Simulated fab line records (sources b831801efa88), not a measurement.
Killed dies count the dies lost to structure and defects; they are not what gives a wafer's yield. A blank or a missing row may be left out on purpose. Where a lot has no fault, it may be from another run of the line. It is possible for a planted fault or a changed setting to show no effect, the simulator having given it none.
fab line records	flow sfq_line
record lots=7	wafers=21	last_day=94
route steps=325 shown I3@134 M4@148 I4@163 M8@325
lots untouched by any fault: they come from a run of this same line in which no faults occurred
start_h: hours from the record's opening day to when the first of the lot's shown wafers began	wait_h: hours since the lot's step before	" the same as in the row above	L1.1+2: one row covering several wafers at once	- no value, or no start was given	* or withheld: withheld	< > ~ a bound
route shown NAME@n: NAME is a module with steps in the file, n the number in the route of the first one	usual: the fault-free wafers' mean and standard deviation	same: alike in all rows	chamber/n: place in a boat	sites: each site's reading	_std_site: how widely they spread, as a standard deviation	_edge_site: inner sites' mean taken away from outer sites' mean	radius_mm: for every site, how far away it sits from the centre of the wafer	mask NAME#n: copy n	behind: the last tool/chamber to shape the wafer	hold: reason for holding the lot/hours on hold/outcome of the hold	device: transistor that didn't switch, given as n, p or np	end of line: at the end of the route, the tests of the same wafers	a step with no rows: only its recipe	killed: the dies lost at the first sort to structure and to defects; this is not the yield of the wafer	map: a wafer's dies, x killed, . not, _ none there
set.NAME: the setting that was run; set.NAME@STEP: the one run at that earlier step	model.NAME: the simulator's own value behind a step, which no gauge read
certain route steps with their lots: each step a table, each wafer a row
services: the hour from which a tool's chamber was out of use, counted from the record's first day as start_h (under 0 if before that day), plus the number of hours and why
## steps
# step SFQ_TRILAYER_I3_CMP_CMP_082
# recipe material=SiO2	down_force_psi=3	platen_rpm=60	pad_velocity_m_s=0.94248
# usual motor_current_A=10.3/0.8	time_to_endpoint_s=221/7.8
lot.wafer	tool	chamber	start_h	wait_h	motor_current_A	time_to_endpoint_s
L792.1	cmp-02	2	1151.05	26.3	10.9	210
L792.3	"	3	"	"	10.7	217
L792.4	"	0	"	"	8.1	228
L793.4	cmp-02	0	1154.05	24.4	8.1	222
L793.1	"	1	"	"	10.3	222
L793.5	"	0	1156.05	26.4	8.5	220
L794.4	cmp-01	2	1157.51	24.3	9.9	226
L794.5	"	2	1159.51	26.3	9.8	223
L794.6	"	3	"	"	10.2	229
L795.4	cmp-01	3	1162.01	26.4	10.7	231
L795.6	"	0	"	"	10.6	217
L795.5	"	1	"	"	10.8	226
L799.2	cmp-01	0	1189.46	19.6	10.6	227
L799.3	"	2	1190.46	20.6	9.4	222
L799.6	"	1	1191.96	22.1	11.4	230
L803.2	cmp-02	0	1210.12	2.5	8.4	217
L803.6	"	1	"	"	11.2	225
L803.5	"	2	"	"	10.7	206
L806.4	cmp-01	2	1223.01	1.5	9.8	220
L806.6	"	0	1224.01	2.5	10.9	219
L806.5	"	1	"	"	10.2	224
# step SFQ_I3_BOW_MEAS_922
# recipe mode=bow
# usual I3_BOW=2/8.4
lot.wafer	tool	chamber	start_h	wait_h	I3_BOW[um]
L792.1	film_metro-03	-	1154.05	2.5	-1
L792.3	"	-	"	"	7
L792.4	"	-	"	"	3
L793.1	film_metro-02	-	1157.05	2.0	20
L793.4	"	-	"	"	16
L793.5	"	-	"	"	7
L794.4	film_metro-02	-	1160.57	2.6	-2
L794.5	"	-	"	"	-10
L794.6	"	-	"	"	10
L795.4	film_metro-01	-	1163.57	1.1	6
L795.5	"	-	"	"	1
L795.6	"	-	"	"	5
L799.2	film_metro-01	-	1192.48	2.5	2
L799.3	"	-	"	"	-13
L799.6	"	-	"	"	3
L803.2	film_metro-03	-	1211.64	1.0	3
L803.5	"	-	"	"	-1
L803.6	"	-	"	"	0
L806.4	film_metro-03	-	1225.07	1.6	4
L806.5	"	-	"	"	7
L806.6	"	-	"	"	0
# step SFQ_TRILAYER_I3_METRO_MEASURE_083
# step SFQ_TRILAYER_I3_VIA_LITHO_COAT_090
# recipe resist=BARC	spin_rpm=3000	resist_thk_nm=62
# step SFQ_TRILAYER_I3_VIA_LITHO_COAT_085
# recipe resist=KrF	spin_rpm=3000	resist_thk_nm=650
# step SFQ_TRILAYER_I3_VIA_LITHO_SOFTBAKE_089
# recipe temp_c=withheld	time_s=withheld	resist=KrF
# step SFQ_TRILAYER_I3_VIA_LITHO_EXPOSE_086
# recipe mask_id=I3	na=0.6	source_shape=conventional	sigma_outer=0.65	target_cd_nm=500	dose_mj=21.3
# step SFQ_TRILAYER_I3_VIA_LITHO_PEB_088
# recipe peb_temp_c=115	peb_time_s=60	resist=KrF
# step SFQ_TRILAYER_I3_VIA_LITHO_DEVELOP_087
# recipe time_s=60	resist=KrF
# step SFQ_I3_OVL_MEAS_923
# usual I3_OVL=1/6
lot.wafer	tool	chamber	start_h	wait_h	I3_OVL[nm]
L792.1	overlay-01	-	1272.85	0.1	-4
L792.3	"	-	"	"	-6
L792.4	"	-	"	"	3
L793.1	overlay-01	-	1276.45	0.1	12
L793.4	"	-	"	"	7
L793.5	"	-	"	"	13
L794.4	overlay-01	-	1280.06	0.1	-5
L794.5	"	-	"	"	-9
L794.6	"	-	"	"	-4
L795.4	overlay-01	-	1283.66	0.1	-6
L795.5	"	-	"	"	-4
L795.6	"	-	"	"	-8
L799.2	overlay-01	-	1321.10	0.1	9
L799.3	"	-	"	"	1
L799.6	"	-	"	"	7
L803.2	overlay-02	-	1341.50	0.1	2
L803.5	"	-	"	"	-9
L803.6	"	-	"	"	1
L806.4	overlay-01	-	1358.31	0.1	2
L806.5	"	-	"	"	-7
L806.6	"	-	"	"	0
# step SFQ_TRILAYER_I3_VIA_BARC_OPEN_VIA_ETCH_121
# recipe mask_material=PR	chemistry=O2	target_depth_nm=125	target=BARC	source_w=500	bias_w=80	pressure_mtorr=30	time_s=41.7
# step SFQ_TRILAYER_I3_VIA_ETCH_VIA_ETCH_088
# recipe target=SiO2	stop_on=Nb	mask_material=PR	taper_deg=20	chemistry=CHF3	target_depth_nm=260	source_w=500	bias_w=80	pressure_mtorr=30	time_s=withheld
# usual drypump_motor_current_A=5.4/0.41	oes_product_au=0.856/0.0054
lot.wafer	tool	chamber	start_h	wait_h	drypump_motor_current_A	oes_product_au
L792.1	rie_diel-04	2	1272.92	0.0	4.9	0.850
L792.3	"	3	"	"	5.4	0.859
L792.4	"	0	"	"	5.0	0.858
L793.1	rie_diel-04	0	1276.52	0.0	5.0	0.852
L793.4	"	3	"	"	5.5	0.860
L793.5	"	2	"	"	4.9	0.855
L794.4	rie_diel-01	2	1280.12	0.0	6.3	0.858
L794.5	"	2	"	"	6.3	0.839
L794.6	"	3	"	"	5.6	0.867
L795.4	rie_diel-04	0	1283.72	0.0	5.0	0.867
L795.5	"	0	"	"	5.0	0.861
L795.6	"	1	"	"	5.9	0.842
L799.2	rie_diel-01	3	1321.17	0.0	5.6	0.848
L799.3	"	2	"	"	6.3	0.845
L799.6	"	3	"	"	5.6	0.853
L803.2	rie_diel-01	0	1341.57	0.0	5.6	0.858
L803.5	"	1	"	"	5.4	0.852
L803.6	"	0	"	"	5.7	0.855
L806.4	rie_diel-04	3	1358.43	0.1	5.5	0.847
L806.5	"	1	"	"	5.9	0.856
L806.6	"	0	"	"	5.0	0.855
# step SFQ_TRILAYER_I3_VIA_STRIP_STRIP_089
# recipe gas=O2	power_w=200	platen_temp_c=40	overash_fraction=0.65	chemistry=O2	pressure_mtorr=50
# usual chamber_pressure_mTorr=50.00/0.046	drypump_motor_current_A=5.4/0.35	oes_product_au=1.005/0.0085
lot.wafer	tool	chamber	start_h	wait_h	chamber_pressure_mTorr	drypump_motor_current_A	oes_product_au	rf_hours_counter_h	model.KrF_of_TRILAYER_I3_VIA_LITHO_COAT_085.thk_nm	model.BARC_of_TRILAYER_I3_VIA_LITHO_COAT_090.thk_nm
L792.1	rie_metal-02	1	1273.03	-	-	-	-	-	528	61.8
L792.3	"	0	"	"	-	-	-	-	526.6	61.8
L792.4	"	1	"	"	-	-	-	-	527.8	61.56
L793.1	rie_metal-01	1	1276.63	-	-	-	-	-	532.4	62.05
L793.4	"	1	"	"	-	-	-	-	532.4	62.23
L793.5	"	1	"	"	-	-	-	-	532.3	62.27
L794.4	rie_metal-01	1	1280.43	-	-	-	-	-	526.4	62.15
L794.5	"	0	"	"	-	-	-	-	526	62
L794.6	"	1	"	"	-	-	-	-	530.1	62.02
L795.4	rie_metal-02	0	1284.03	-	49.96	5.3	1.018	-	0	0
L795.5	"	0	"	"	49.96	5.3	1.006	-	0	0
L795.6	"	1	"	"	50.06	6.4	0.997	-	0	0
L799.2	rie_metal-01	0	1321.28	-	50.00	5.4	0.984	41	0	0
L799.3	"	0	"	"	49.96	5.4	0.995	-	0	0
L799.6	"	0	"	"	50.03	5.3	0.995	-	0	0
L803.2	rie_metal-04	0	1341.68	-	50.03	5.3	0.993	128	0	0
L803.5	"	0	"	"	49.99	5.2	0.997	-	0	0
L803.6	"	1	"	"	49.97	5.2	0.993	-	0	0
L806.4	rie_metal-04	1	1359.08	-	49.96	5.2	1.001	-	0	0
L806.5	"	1	"	"	49.97	5.2	1.014	-	0	0
L806.6	"	1	"	"	50.01	5.2	1.009	-	0	0
# step SFQ_TRILAYER_I3_VIA_STRIP_SOLV_CLEAN_090
# recipe chemistry=NMP	temp_c=70	time_s=600
# step SFQ_TRILAYER_M4_DEP_PRE_CLEAN_092
# recipe gas=Ar	time_s=22.5	bias_v=250
# step SFQ_TRILAYER_M4_DEP_SPUTTER_091
# recipe material=Nb	base_pressure_pa=1.33e-06	chamber_pressure_pa=0.1333	substrate_temp_c=20	resputter_cathode_voltage_v=400	target_thk_nm=200	power_w=2000	time_s=133.3
# step SFQ_M4_RS_MEAS_924
# recipe thk_meas_gauge=four-point-probe	reads=Nb_of_TRILAYER_M4_DEP_SPUTTER_091
# usual M4_NB_RS=0.885/0.012
lot.wafer	tool	chamber	start_h	wait_h	M4_NB_RS[ohm/sq]
L792.1	film_metro-03	-	1273.95	0.0	0.879
L792.3	"	-	"	"	0.894
L792.4	"	-	"	"	0.903
L793.1	film_metro-04	-	1277.53	0.0	0.891
L793.4	"	-	"	"	0.880
L793.5	"	-	"	"	0.879
L794.4	film_metro-03	-	1281.19	0.1	0.893
L794.5	"	-	"	"	0.895
L794.6	"	-	"	"	0.889
L795.4	film_metro-01	-	1284.81	0.1	0.874
L795.5	"	-	"	"	0.890
L795.6	"	-	"	"	0.886
L799.2	film_metro-03	-	1322.20	0.1	0.893
L799.3	"	-	"	"	0.891
L799.6	"	-	"	"	0.892
L803.2	film_metro-04	-	1342.62	0.1	0.886
L803.5	"	-	"	"	0.909
L803.6	"	-	"	"	0.879
L806.4	film_metro-04	-	1360.04	0.1	0.861
L806.5	"	-	"	"	0.867
L806.6	"	-	"	"	0.886
# step SFQ_TRILAYER_M4_LITHO_COAT_098
# recipe resist=BARC	spin_rpm=3000	resist_thk_nm=62
# step SFQ_TRILAYER_M4_LITHO_COAT_093
# recipe resist=KrF	spin_rpm=3000	resist_thk_nm=600
# step SFQ_TRILAYER_M4_LITHO_SOFTBAKE_097
# recipe temp_c=withheld	time_s=withheld	resist=KrF
# step SFQ_TRILAYER_M4_LITHO_EXPOSE_094
# recipe mask_id=M4	na=0.6	source_shape=conventional	sigma_outer=0.65	target_cd_nm=500	dose_mj=14.4
# step SFQ_TRILAYER_M4_LITHO_PEB_096
# recipe peb_temp_c=115	peb_time_s=60	resist=KrF
# step SFQ_TRILAYER_M4_LITHO_DEVELOP_095
# recipe time_s=60	resist=KrF
# step SFQ_M4_OVL_MEAS_926
# usual M4_OVL=0/6
lot.wafer	tool	chamber	start_h	wait_h	M4_OVL[nm]
L792.1	overlay-02	-	1400.09	0.1	-5
L792.3	"	-	"	"	-1
L792.4	"	-	"	"	-6
L793.1	overlay-01	-	1404.89	0.1	0
L793.4	"	-	"	"	3
L793.5	"	-	"	"	6
L794.4	overlay-02	-	1408.51	0.1	4
L794.5	"	-	"	"	4
L794.6	"	-	"	"	3
L795.4	overlay-01	-	1409.71	0.1	9
L795.5	"	-	"	"	6
L795.6	"	-	"	"	6
L799.2	overlay-01	-	1437.42	0.1	6
L799.3	"	-	"	"	4
L799.6	"	-	"	"	1
L803.2	overlay-02	-	1457.82	0.1	6
L803.5	"	-	"	"	3
L803.6	"	-	"	"	2
L806.4	overlay-02	-	1479.56	0.1	10
L806.5	"	-	"	"	5
L806.6	"	-	"	"	4
# step SFQ_TRILAYER_M4_BARC_OPEN_METAL_ETCH_123
# recipe mask_material=PR	chemistry=O2	target_depth_nm=125	target=BARC	icp_w=600	bias_w=80	pressure_mtorr=10	time_s=41.7
# usual drypump_motor_current_A=5.5/0.39	oes_product_au=0.685/0.0045
lot.wafer	tool	chamber	start_h	wait_h	drypump_motor_current_A	oes_product_au	rf_hours_counter_h
L792.1	rie_metal-03	0	1400.13	0.0	5.5	0.682	40
L792.3	"	1	"	"	5.8	0.683	-
L792.4	"	0	"	"	5.5	0.682	-
L793.1	rie_metal-03	0	1404.93	0.0	5.5	0.686	41
L793.4	"	0	"	"	5.5	0.685	-
L793.5	"	0	"	"	5.5	0.686	-
L794.4	rie_metal-04	1	1408.55	0.0	5.2	0.683	-
L794.5	"	1	"	"	5.1	0.686	-
L794.6	"	0	"	"	5.3	0.689	-
L795.4	rie_metal-02	1	1409.75	0.0	6.4	0.689	-
L795.5	"	1	"	"	6.4	0.691	-
L795.6	"	0	"	"	5.3	0.696	-
L799.2	rie_metal-03	0	1437.45	0.0	5.5	0.687	45
L799.3	"	0	"	"	5.5	0.686	-
L799.6	"	1	"	"	5.8	0.682	-
L803.2	rie_metal-02	1	1457.85	0.0	6.4	0.677	15
L803.5	"	0	"	"	5.3	0.683	-
L803.6	"	1	"	"	6.4	0.685	-
L806.4	rie_metal-02	1	1479.60	0.0	6.5	0.687	-
L806.5	"	1	"	"	6.4	0.694	-
L806.6	"	0	"	"	5.3	0.689	-
# step SFQ_TRILAYER_M4_ETCH_METAL_ETCH_096
# recipe target=Nb	stop_on=SiO2	mask_material=PR	chemistry=Cl2/Ar	target_depth_nm=240	icp_w=600	bias_w=80	pressure_mtorr=10	time_s=120
# step SFQ_TRILAYER_M4_STRIP_STRIP_097
# recipe gas=O2	power_w=200	platen_temp_c=40	overash_fraction=0.65	chemistry=O2	pressure_mtorr=50
# step SFQ_TRILAYER_M4_STRIP_SOLV_CLEAN_098
# recipe chemistry=NMP	temp_c=70	time_s=600
# step SFQ_TRILAYER_I4_DEP_PECVD_099
# recipe material=SiO2	temp_c=150	time_s=111.11	pressure_torr=2.4	rf_w=183.3	precursor=SiH4/N2O	target_thk_nm=500
# step SFQ_TRILAYER_I4_CMP_CMP_100
# recipe material=SiO2	down_force_psi=3	platen_rpm=60	pad_velocity_m_s=0.94248
# step SFQ_I4_BOW_MEAS_927
# recipe mode=bow
# usual I4_BOW=4/9.1
lot.wafer	tool	chamber	start_h	wait_h	I4_BOW[um]
L792.1	film_metro-04	-	1407.69	2.0	-4
L792.3	"	-	"	"	4
L792.4	"	-	"	"	0
L793.1	film_metro-01	-	1413.69	1.5	17
L793.4	"	-	"	"	13
L793.5	"	-	"	"	4
L794.4	film_metro-04	-	1420.43	1.6	-6
L794.5	"	-	"	"	-14
L794.6	"	-	"	"	8
L795.4	film_metro-02	-	1423.43	2.1	9
L795.5	"	-	"	"	5
L795.6	"	-	"	"	9
L799.2	film_metro-02	-	1447.46	2.0	4
L799.3	"	-	"	"	-11
L799.6	"	-	"	"	6
L803.2	film_metro-02	-	1478.27	2.5	-2
L803.5	"	-	"	"	-4
L803.6	"	-	"	"	-6
L806.4	film_metro-01	-	1489.50	2.6	11
L806.5	"	-	"	"	13
L806.6	"	-	"	"	7
# step SFQ_TRILAYER_I4_METRO_MEASURE_101
# usual thk_nm=200.2/1.1
lot.wafer	tool	chamber	start_h	wait_h	thk_nm
L792.1	film_metro-04	-	1407.81	0.1	199.5
L792.3	"	-	"	"	200.5
L792.4	"	-	"	"	201.3
L793.1	film_metro-01	-	1413.81	0.1	198.8
L793.4	"	-	"	"	202.1
L793.5	"	-	"	"	201.4
L794.4	film_metro-04	-	1421.09	0.6	201.0
L794.5	"	-	"	"	199.9
L794.6	"	-	"	"	200.1
L795.4	film_metro-02	-	1424.09	0.6	201.3
L795.5	"	-	"	"	199.6
L795.6	"	-	"	"	200.2
L799.2	film_metro-02	-	1447.76	0.3	198.4
L799.3	"	-	"	"	199.2
L799.6	"	-	"	"	201.5
L803.2	film_metro-02	-	1478.57	0.3	199.3
L803.5	"	-	"	"	198.6
L803.6	"	-	"	"	200.0
L806.4	film_metro-01	-	1490.16	0.6	200.4
L806.5	"	-	"	"	201.5
L806.6	"	-	"	"	199.9
# step SFQ_TRILAYER_I4_VIA_LITHO_COAT_108
# recipe resist=BARC	spin_rpm=3000	resist_thk_nm=62
# step SFQ_TRILAYER_I4_VIA_LITHO_COAT_103
# recipe resist=KrF	spin_rpm=3000	resist_thk_nm=650
# step SFQ_TRILAYER_I4_VIA_LITHO_SOFTBAKE_107
# recipe temp_c=withheld	time_s=withheld	resist=KrF
# step SFQ_TRILAYER_I4_VIA_LITHO_EXPOSE_104
# recipe mask_id=I4	na=0.6	source_shape=conventional	sigma_outer=0.65	target_cd_nm=700	dose_mj=21.3
# step SFQ_TRILAYER_I4_VIA_LITHO_PEB_106
# recipe peb_temp_c=115	peb_time_s=60	resist=KrF
# step SFQ_TRILAYER_I4_VIA_LITHO_DEVELOP_105
# recipe time_s=60	resist=KrF
# step SFQ_I4_OVL_MEAS_928
# usual I4_OVL=3/5.7
lot.wafer	tool	chamber	start_h	wait_h	I4_OVL[nm]
L792.1	overlay-02	-	1515.67	0.1	11
L792.3	"	-	"	"	8
L792.4	"	-	"	"	6
L793.1	overlay-02	-	1521.67	0.1	0
L793.4	"	-	"	"	8
L793.5	"	-	"	"	-4
L794.4	overlay-01	-	1527.69	0.1	-1
L794.5	"	-	"	"	9
L794.6	"	-	"	"	-2
L795.4	overlay-01	-	1528.89	0.1	8
L795.5	"	-	"	"	-5
L795.6	"	-	"	"	10
L799.2	overlay-01	-	1554.20	0.1	-2
L799.3	"	-	"	"	0
L799.6	"	-	"	"	-1
L803.2	overlay-01	-	1575.92	0.1	-5
L803.5	"	-	"	"	13
L803.6	"	-	"	"	-3
L806.4	overlay-02	-	1590.34	0.1	-7
L806.5	"	-	"	"	-2
L806.6	"	-	"	"	-5
# step SFQ_TRILAYER_I4_VIA_BARC_OPEN_VIA_ETCH_146
# recipe mask_material=PR	chemistry=O2	target_depth_nm=125	target=BARC	source_w=500	bias_w=80	pressure_mtorr=30	time_s=41.7
# step SFQ_TRILAYER_I4_VIA_ETCH_VIA_ETCH_106
# recipe target=SiO2	stop_on=Nb	mask_material=PR	taper_deg=20	chemistry=CHF3	target_depth_nm=260	source_w=500	bias_w=80	pressure_mtorr=30	time_s=withheld
# usual drypump_motor_current_A=5.5/0.35	oes_product_au=0.855/0.0051
lot.wafer	tool	chamber	start_h	wait_h	drypump_motor_current_A	oes_product_au
L792.1	rie_diel-04	2	1515.74	0.0	4.9	0.853
L792.3	"	3	"	"	5.5	0.851
L792.4	"	1	"	"	5.9	0.855
L793.1	rie_diel-03	0	1521.74	0.0	5.6	0.849
L793.4	"	3	"	"	5.3	0.859
L793.5	"	0	"	"	5.6	0.862
L794.4	rie_diel-03	0	1527.74	0.0	5.6	0.867
L794.5	"	3	"	"	5.3	0.854
L794.6	"	0	"	"	5.6	0.851
L795.4	rie_diel-01	3	1528.94	0.0	5.6	0.861
L795.5	"	2	"	"	6.3	0.852
L795.6	"	1	"	"	5.3	0.858
L799.2	rie_diel-04	2	1554.27	0.0	4.9	0.849
L799.3	"	3	"	"	5.5	0.845
L799.6	"	2	"	"	4.9	0.855
L803.2	rie_diel-03	3	1575.99	0.0	5.3	0.857
L803.5	"	2	"	"	5.7	0.852
L803.6	"	1	"	"	5.6	0.857
L806.4	rie_diel-03	1	1590.39	0.0	5.6	0.854
L806.5	"	0	"	"	5.6	0.857
L806.6	"	3	"	"	5.3	0.853
# step SFQ_M8_BOW_MEAS_951
# recipe mode=bow
# usual M8_BOW=8/9.7
lot.wafer	tool	chamber	start_h	wait_h	M8_BOW[um]	model.etest.m4.ohm_sq	model.etest.m4.ohm_um	model.etest.i3.link_ohm	model.etest.i4.link_ohm
L792.1	film_metro-04	-	1970.88	0.0	3	1e+06	1e+06	1e+06	1e+06
L792.3	"	-	"	"	10	1e+06	1e+06	1e+06	1e+06
L792.4	"	-	"	"	7	1e+06	1e+06	1e+06	1e+06
L793.1	film_metro-04	-	1972.25	0.0	22	1e+06	1e+06	1e+06	1e+06
L793.4	"	-	"	"	17	1e+06	1e+06	1e+06	1e+06
L793.5	"	-	"	"	7	1e+06	1e+06	1e+06	1e+06
L794.4	film_metro-04	-	2146.95	0.1	-1	1e+06	1e+06	1e+06	1e+06
L794.5	"	-	"	"	-7	1e+06	1e+06	1e+06	1e+06
L794.6	"	-	"	"	15	1e+06	1e+06	1e+06	1e+06
L795.4	film_metro-02	-	2149.45	0.1	17	0.8725	1.741	1.94	2.163
L795.5	"	-	"	"	13	0.8885	1.771	1.965	2.164
L795.6	"	-	"	"	16	0.8851	1.776	1.958	2.169
L799.2	film_metro-01	-	2171.81	0.0	17	0.8938	1.783	1.977	2.173
L799.3	"	-	"	"	1	0.8907	1.779	1.965	2.18
L799.6	"	-	"	"	17	0.8925	1.801	1.965	2.17
L803.2	film_metro-04	-	2252.86	0.0	10	0.8854	1.763	1.979	2.167
L803.5	"	-	"	"	8	0.9086	1.824	1.988	2.19
L803.6	"	-	"	"	7	0.8777	1.752	1.952	2.163
L806.4	film_metro-04	-	2266.10	0.1	6	0.8616	1.73	1.96	2.139
L806.5	"	-	"	"	9	0.867	1.737	1.95	2.143
L806.6	"	-	"	"	2	0.8862	1.785	1.971	2.18
## services
tool	chamber	start_h	hours	kind
rie_diel-04	1	1140.59	5.9	repair
rie_diel-04	1	1147.47	4.7	repair
rie_diel-03	1	1166.33	1.8	repair
cmp-01	-	1180.26	1.8	repair
cmp-01	-	1182.12	0.3	repair
cmp-01	-	1248.62	0.3	repair
rie_diel-04	-	1254.59	2.8	pm
cmp-01	-	1256.29	4.0	pm
cmp-01	-	1260.29	3.3	pm
cmp-01	-	1279.17	5.8	repair
rie_diel-01	2	1289.97	3.2	repair
rie_diel-03	3	1313.91	2.0	repair
cmp-01	-	1315.50	5.2	pm
cmp-01	-	1334.78	0.5	repair
rie_diel-03	3	1358.31	10.0	repair
rie_metal-02	-	1361.96	1.5	repair
rie_diel-01	1	1366.84	4.5	repair
cmp-01	-	1404.50	0.5	repair
rie_diel-01	3	1408.22	6.4	repair
rie_diel-04	2	1421.83	13.2	repair
rie_diel-04	1	1427.67	1.9	repair
rie_metal-02	-	1453.42	0.2	repair
rie_metal-02	-	1504.21	0.7	repair
rie_metal-02	1	1546.70	27.2	repair
## key
first_sign step=SFQ_TRILAYER_I3_VIA_STRIP_STRIP_089	reading=tool_record	direction=missing
effect none on later readings
model_effect step=SFQ_TRILAYER_I3_VIA_STRIP_STRIP_089	value=KrF_of_TRILAYER_I3_VIA_LITHO_COAT_085.thk_nm	without=0	struck=529.1
model_effect step=SFQ_M8_BOW_MEAS_951	value=etest.m4.ohm_sq	without=0.8886	struck=1e+06
met_at SFQ_TRILAYER_I3_VIA_STRIP_STRIP_089
struck_wafers L792.1,L792.3,L792.4,L793.1,L793.4,L793.5,L794.4,L794.5,L794.6
fault kind=skipped_step_whole	tool=rie_metal-01,rie_metal-02	chamber=-	onset_h=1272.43	steps=SFQ_TRILAYER_I3_VIA_STRIP_STRIP_089	scope=struck_lots_only
